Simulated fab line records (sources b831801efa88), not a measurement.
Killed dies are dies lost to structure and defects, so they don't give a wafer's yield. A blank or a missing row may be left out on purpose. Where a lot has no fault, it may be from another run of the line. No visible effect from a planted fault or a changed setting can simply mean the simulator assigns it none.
Which tool was responsible? :: flow gf180mcu :: 13 lots with 39 wafers sampled at 5 steps, on a route of 602 steps

== WHAT EACH GAUGE READ, for each wafer ==
GF_SAB_THK_MEAS_01.
lot: L253
measured: day 14 18:48
on: film_metro-03
SAB_CVD_00_THK (nm): 49.4 49.5 50.4

lot: L254
measured: day 14 20:15
on: film_metro-02
SAB_CVD_00_THK (nm): 48.9 49.2 49.7

lot: L256
measured: day 15 14:11
on: film_metro-02
SAB_CVD_00_THK (nm): 49.8 50.4 51.2

lot: L258
measured: day 15 21:21
on: film_metro-03
SAB_CVD_00_THK (nm): 50.9 51.0 51.1

lot: L259
measured: day 16 08:58
on: film_metro-03
SAB_CVD_00_THK (nm): 50.0 50.6 50.8

lot: L260
measured: day 16 15:26
on: film_metro-02
SAB_CVD_00_THK (nm): 49.5 49.5 50.6

lot: L266
measured: day 19 03:03
on: film_metro-03
SAB_CVD_00_THK (nm): 49.7 50.4 50.8

lot: L268
measured: day 19 13:41
on: film_metro-02
SAB_CVD_00_THK (nm): 49.8 50.0 50.1

lot: L269
measured: day 19 18:56
on: film_metro-01
SAB_CVD_00_THK (nm): 50.1 49.4 50.9

lot: L270
measured: day 20 07:16
on: film_metro-03
SAB_CVD_00_THK (nm): 49.8 50.1 50.1

lot: L271
measured: day 20 13:41
on: film_metro-03
SAB_CVD_00_THK (nm): 48.7 49.5 50.0

lot: L275
measured: day 22 01:14
on: film_metro-01
SAB_CVD_00_THK (nm): 49.4 49.8 50.4

lot: L276
measured: day 22 07:26
on: film_metro-01
SAB_CVD_00_THK (nm): 50.1 50.1 50.8

GF_V2_THK_MEAS_01.
lot: L253
measured: day 19 22:43
on: film_metro-02
V2_CVD_00_THK (nm): 589 590 590

lot: L254
measured: day 19 23:26
on: film_metro-02
V2_CVD_00_THK (nm): 605 609 607

lot: L256
measured: day 20 18:14
on: film_metro-01
V2_CVD_00_THK (nm): 597 603 600

lot: L258
measured: day 21 01:58
on: film_metro-04
V2_CVD_00_THK (nm): 605 605 610

lot: L259
measured: day 21 15:31
on: film_metro-01
V2_CVD_00_THK (nm): 605 600 604

lot: L260
measured: day 21 22:31
on: film_metro-02
V2_CVD_00_THK (nm): 602 592 597

lot: L266
measured: day 24 08:28
on: film_metro-02
V2_CVD_00_THK (nm): 604 603 602

lot: L268
measured: day 24 17:07
on: film_metro-04
V2_CVD_00_THK (nm): 592 595 600

lot: L269
measured: day 24 22:56
on: film_metro-01
V2_CVD_00_THK (nm): 602 595 596

lot: L270
measured: day 25 10:01
on: film_metro-04
V2_CVD_00_THK (nm): 598 596 601

lot: L271
measured: day 25 13:47
on: film_metro-04
V2_CVD_00_THK (nm): 599 595 598

lot: L275
measured: day 26 21:22
on: film_metro-04
V2_CVD_00_THK (nm): 596 599 599

lot: L276
measured: day 27 03:29
on: film_metro-04
V2_CVD_00_THK (nm): 601 593 596

== WHICH TOOL RAN EACH LOT (tool, then ch and the chambers of the sampled wafers, then the start) ==
lot: L253
GF_NSD_COAT_02: litho_track-04 ch 0, day 13 09:43
GF_NSD_STRIP_11: plasma_asher-01 ch 0,1, day 13 20:36
GF_CONTACT_ETCH_17: rie_diel-01 ch 0,2, day 19 22:43 or earlier

lot: L254
GF_NSD_COAT_02: litho_track-02 ch 0, day 13 12:26
GF_NSD_STRIP_11: plasma_asher-02 ch 0,1, day 13 22:47
GF_CONTACT_ETCH_17: rie_diel-02 ch 0,1, day 19 23:26 or earlier

lot: L256
GF_NSD_COAT_02: litho_track-02 ch 0, day 14 05:30
GF_NSD_STRIP_11: plasma_asher-03 ch 0,1, day 14 16:17
GF_CONTACT_ETCH_17: rie_diel-01 ch 0,1,2, day 20 18:14 or earlier

lot: L258
GF_NSD_COAT_02: litho_track-03 ch 0, day 14 11:46
GF_NSD_STRIP_11: plasma_asher-02 ch 0,1, day 14 22:28
GF_CONTACT_ETCH_17: rie_diel-03 ch 1,3, day 21 01:58 or earlier

lot: L259
GF_NSD_COAT_02: litho_track-03 ch 0, day 14 22:22
GF_NSD_STRIP_11: plasma_asher-03 ch 0,1, day 15 09:47
GF_CONTACT_ETCH_17: rie_diel-01 ch 1,2, day 21 15:31 or earlier

lot: L260
GF_NSD_COAT_02: litho_track-03 ch 0, day 15 05:30
GF_NSD_STRIP_11: plasma_asher-01 ch 0,1, day 15 16:52
GF_CONTACT_ETCH_17: rie_diel-02 ch 1,2,3, day 21 22:31 or earlier

lot: L266
GF_NSD_COAT_02: litho_track-02 ch 0, day 17 14:11
GF_NSD_STRIP_11: plasma_asher-02 ch 0,1, day 18 02:50
GF_CONTACT_ETCH_17: rie_diel-03 ch 0,1, day 24 08:28 or earlier

lot: L268
GF_NSD_COAT_02: litho_track-02 ch 0, day 17 23:45
GF_NSD_STRIP_11: plasma_asher-02 ch 0,1, day 18 12:32
GF_CONTACT_ETCH_17: rie_diel-01 ch 0,1, day 24 17:07 or earlier

lot: L269
GF_NSD_COAT_02: litho_track-03 ch 0, day 18 04:34
GF_NSD_STRIP_11: plasma_asher-02 ch 0,1, day 18 17:23
GF_CONTACT_ETCH_17: rie_diel-03 ch 0,2,3, day 24 22:56 or earlier

lot: L270
GF_NSD_COAT_02: litho_track-04 ch 0, day 18 16:25
GF_NSD_STRIP_11: plasma_asher-02 ch 0,1, day 19 05:26
GF_CONTACT_ETCH_17: rie_diel-03 ch 0,2,3, day 25 10:01 or earlier

lot: L271
GF_NSD_COAT_02: litho_track-04 ch 0, day 18 23:46
GF_NSD_STRIP_11: plasma_asher-01 ch 0,1, day 19 12:20
GF_CONTACT_ETCH_17: rie_diel-03 ch 1,2,3, day 25 13:47 or earlier

lot: L275
GF_NSD_COAT_02: litho_track-03 ch 0, day 20 11:56
GF_NSD_STRIP_11: plasma_asher-02 ch 0,1, day 21 00:44
GF_CONTACT_ETCH_17: rie_diel-02 ch 1,2,3, day 26 21:22 or earlier

lot: L276
GF_NSD_COAT_02: litho_track-04 ch 0, day 20 17:46
GF_NSD_STRIP_11: plasma_asher-01 ch 0,1, day 21 06:43
GF_CONTACT_ETCH_17: rie_diel-03 ch 0,2, day 27 03:29 or earlier
- GF_NSD_COAT_02: resist thk 1000 nm.
- GF_NSD_STRIP_11: strips in O2/N2.
- GF_CONTACT_ETCH_17: etches SiO2 in C4F8/O2/Ar, stops on CoSi2, target depth 860 nm.

== AS READ BY THE TOOLS THEMSELVES (means over the sampled wafers that have a number; for cases with no such wafer, the mark the record gives instead) ==
GF_NSD_COAT_02.
lot: L253
tool: litho_track-04
spin_speed_rpm (rpm): 3001.7

lot: L254
tool: litho_track-02
spin_speed_rpm (rpm): 2998.6

lot: L256
tool: litho_track-02
spin_speed_rpm (rpm): 3002.3

lot: L258
tool: litho_track-03
spin_speed_rpm (rpm): 2999.8

lot: L259
tool: litho_track-03
spin_speed_rpm (rpm): 2997.4

lot: L260
tool: litho_track-03
spin_speed_rpm (rpm): 2997.8

lot: L266
tool: litho_track-02
spin_speed_rpm (rpm): 3151.8

lot: L268
tool: litho_track-02
spin_speed_rpm (rpm): 3157.4

lot: L269
tool: litho_track-03
spin_speed_rpm (rpm): 3001.1

lot: L270
tool: litho_track-04
spin_speed_rpm (rpm): 3000.3

lot: L271
tool: litho_track-04
spin_speed_rpm (rpm): 2999.0

lot: L275
tool: litho_track-03
spin_speed_rpm (rpm): 3001.2

lot: L276
tool: litho_track-04
spin_speed_rpm (rpm): 3002.1

GF_NSD_STRIP_11.
lot: L253
tool: plasma_asher-01
drypump_motor_current_A (A): 5.8
heater_power_w (W): 353
o2_flow_sccm (sccm): 3000
oes_product_au (a.u.): 0.483
strip_time_to_endpoint_s (s): 22.99

lot: L254
tool: plasma_asher-02
drypump_motor_current_A (A): 4.8
heater_power_w (W): 345
o2_flow_sccm (sccm): 2995
oes_product_au (a.u.): 0.485
strip_time_to_endpoint_s (s): 22.91

lot: L256
tool: plasma_asher-03
drypump_motor_current_A (A): 6.0
heater_power_w (W): 317
o2_flow_sccm (sccm): 2990
oes_product_au (a.u.): 0.490
strip_time_to_endpoint_s (s): 22.94

lot: L258
tool: plasma_asher-02
drypump_motor_current_A (A): 4.8
heater_power_w (W): 350
o2_flow_sccm (sccm): 2994
oes_product_au (a.u.): 0.485
strip_time_to_endpoint_s (s): 22.96

lot: L259
tool: plasma_asher-03
drypump_motor_current_A (A): 5.7
heater_power_w (W): 325
o2_flow_sccm (sccm): 3004
oes_product_au (a.u.): 0.484
strip_time_to_endpoint_s (s): 23.00

lot: L260
tool: plasma_asher-01
drypump_motor_current_A (A): 5.4
heater_power_w (W): 372
o2_flow_sccm (sccm): 2996
oes_product_au (a.u.): 0.486
strip_time_to_endpoint_s (s): 23.00

lot: L266
tool: plasma_asher-02
drypump_motor_current_A (A): 4.8
heater_power_w (W): 351
o2_flow_sccm (sccm): 3001
oes_product_au (a.u.): 0.486
strip_time_to_endpoint_s (s): 22.71

lot: L268
tool: plasma_asher-02
drypump_motor_current_A (A): 4.8
heater_power_w (W): 348
o2_flow_sccm (sccm): 2997
oes_product_au (a.u.): 0.485
strip_time_to_endpoint_s (s): 22.70

lot: L269
tool: plasma_asher-02
drypump_motor_current_A (A): 4.9
heater_power_w (W): 350
o2_flow_sccm (sccm): 2997
oes_product_au (a.u.): 0.492
strip_time_to_endpoint_s (s): 22.98

lot: L270
tool: plasma_asher-02
drypump_motor_current_A (A): 4.9
heater_power_w (W): 349
o2_flow_sccm (sccm): 2996
oes_product_au (a.u.): 0.484
strip_time_to_endpoint_s (s): 22.95

lot: L271
tool: plasma_asher-01
drypump_motor_current_A (A): 5.4
heater_power_w (W): 368
o2_flow_sccm (sccm): 2990
oes_product_au (a.u.): 0.482
strip_time_to_endpoint_s (s): 23.01

lot: L275
tool: plasma_asher-02
drypump_motor_current_A (A): 4.9
heater_power_w (W): 352
o2_flow_sccm (sccm): 2993
oes_product_au (a.u.): 0.489
strip_time_to_endpoint_s (s): 22.93

lot: L276
tool: plasma_asher-01
drypump_motor_current_A (A): 5.4
heater_power_w (W): 363
o2_flow_sccm (sccm): 3006
oes_product_au (a.u.): 0.484
strip_time_to_endpoint_s (s): 23.00

GF_CONTACT_ETCH_17.
lot: L253
tool: rie_diel-01
oes_product_au (a.u.): 0.817

lot: L254
tool: rie_diel-02
oes_product_au (a.u.): 0.815

lot: L256
tool: rie_diel-01
oes_product_au (a.u.): 0.817

lot: L258
tool: rie_diel-03
oes_product_au (a.u.): 0.819

lot: L259
tool: rie_diel-01
oes_product_au (a.u.): 0.815

lot: L260
tool: rie_diel-02
oes_product_au (a.u.): 0.815

lot: L266
tool: rie_diel-03
oes_product_au (a.u.): 0.816

lot: L268
tool: rie_diel-01
oes_product_au (a.u.): 0.813

lot: L269
tool: rie_diel-03
oes_product_au (a.u.): 0.816

lot: L270
tool: rie_diel-03
oes_product_au (a.u.): 0.813

lot: L271
tool: rie_diel-03
oes_product_au (a.u.): 0.815

lot: L275
tool: rie_diel-02
oes_product_au (a.u.): 0.817

lot: L276
tool: rie_diel-03
oes_product_au (a.u.): 0.816

== THE ANSWER, worked out from the rows above alone ==
Rule: the lots themselves supply what counts as usual. The widest of any qualifying gaps counts: lots, ordered by their means at a reading, are off when they make up no more than a third of the lots, leave a main group of 4 or more, and stand apart from it by 3 or more times the standard deviation of that group's means. A main group whose means are all the same, to the digits that the tables above print for the reading, isn't used. A lot without any number at a reading at which 4 lots or more have one is off too. All remaining lots with rows at the step are treated as sound. First the gauges in route order, then the tools' own readings, where a lot's mean is used as printed above. At the first step where some lot is off, the reading lying furthest off is the one used; lots without a number count as furthest.
Off: L266, L268 (GF_NSD_COAT_02, spin_speed_rpm). For the main group the mean is 3000.1 rpm and the standard deviation 1.6.
If a tool, at that step or one of the process steps before it, ran each lot that is off and ran no sound lot following the first of them, it fits. One candidate fits, namely litho_track-02 at GF_NSD_COAT_02. A fault onset in the window from L256 (day 14 05:30, its last sound lot) to L266 (day 17 14:11, its first lot off) fits.
The tool's own readings at GF_NSD_COAT_02 bear it out: on the lots that are off they differ by more than 5 times the standard deviation of the sound lots' means. spin_speed_rpm reads 3154.6 rpm there against 3000.1 rpm on the sound lots.

== WHAT THE SIMULATOR HAD INSERTED ==
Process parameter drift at GF_NSD_COAT_02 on litho_track-02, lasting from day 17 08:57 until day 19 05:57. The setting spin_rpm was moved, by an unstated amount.
Lots struck among those shown: L266, L268. The rule above found the same.
